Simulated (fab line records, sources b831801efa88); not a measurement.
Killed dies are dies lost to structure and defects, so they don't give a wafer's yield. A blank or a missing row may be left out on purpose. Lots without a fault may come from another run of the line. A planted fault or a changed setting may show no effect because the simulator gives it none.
Problem report in the 8D (eight disciplines) form, filled by code | flow gf180mcu | the parts of the form that need people (team, actions taken, sign-off) are left out

1. THE PROBLEM
strip_time_to_endpoint_s at GF_HV_LDD_STRIP_22 reads a mean of 11.91 s on 1 wafer of 1 lot; wafers without a fault read 12.67 s with a standard deviation of 0.035. That is -22 standard deviations from the usual mean.
The step: strips in O2/N2.
First seen on wafer L505.3, day 15 22:32, on plasma_asher-02. The record holds 38 wafers of 13 lots with a number at this step. Rule for "out", or "out of limits": more than 4 standard deviations from the usual mean. The other wafers with a number count as sound.

2. WHAT IT IS AND WHAT IT IS NOT
question                    | is                       | is not
which readings at this step | strip_time_to_endpoint_s | chamber_pressure_mTorr, drypump_motor_current_A, n2_flow_sccm, oes_product_au
which lots                  | L505                     | L486, L487, L489, L490, L491, L492, L493, L495, L496, L498, L499, L500
which wafers of those lots  | L505.3                   | L505.1
read on which tools         | plasma_asher-02          | plasma_asher-01, plasma_asher-04
when                        | from day 15 22:32        | up to then (37 sound wafers)

3. SUSPECTS, AND WHAT RULES EACH OUT
Counting: a tool at a process step up to the reading stays a suspect if it ran every lot that is out. Sound lots after the first of them don't rule it out here, since some wafers of a struck lot are sound.
- litho_track-02 at GF_HV_LDD_COAT_14 (resist thk 1000 nm): kept. It ran the lot that is out, L505 (day 15 11:50); its last sound lot up to then is L498 (day 13 03:49).
- plasma_asher-02 at GF_HV_LDD_STRIP_22 (strips in O2/N2): kept. It ran the lot that is out, L505 (day 15 22:32); its last sound lot up to then is L486 (day 11 10:05). Its own readings are out on those wafers: strip_time_to_endpoint_s.
- Within plasma_asher-02 at GF_HV_LDD_STRIP_22: the wafers that are out ran in chamber 0; their sound lot-mates ran in chamber 1.
Left after counting: litho_track-02 at GF_HV_LDD_COAT_14, plasma_asher-02 at GF_HV_LDD_STRIP_22.

4. THE CAUSE (what the simulator had put in)
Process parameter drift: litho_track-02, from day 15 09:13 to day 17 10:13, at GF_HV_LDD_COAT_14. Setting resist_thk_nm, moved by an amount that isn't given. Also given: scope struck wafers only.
Counting left 2 suspects, and this tool is among them.

5. THE CHAIN OF EFFECTS, in route order
Each row: a reading whose mean over the struck wafers that have a number lies more than 3 standard deviations from the usual. Only readings for which the record gives a usual standard deviation are gone through. hours: the time from each lot's start at the first step in this table that gives one to its start at this step, as a median over the lots. sigmas: the change in usual standard deviations.
hours | step               | reading                  | usual   | on struck wafers | change | sigmas
0     | GF_HV_LDD_STRIP_22 | strip_time_to_endpoint_s | 12.67 s | 11.91            | -0.76  | -22
The process steps in it:
- GF_HV_LDD_STRIP_22: strips in O2/N2.

6. WHAT WOULD HAVE CAUGHT IT SOONER
In this record the first reading out of limits was taken at day 15 22:32, 13 hours after the fault began at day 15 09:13.
All the lots that are out (1) had begun GF_HV_LDD_COAT_14 on litho_track-02 by day 15 22:32. A hold on the tool at that time would have spared none of them.
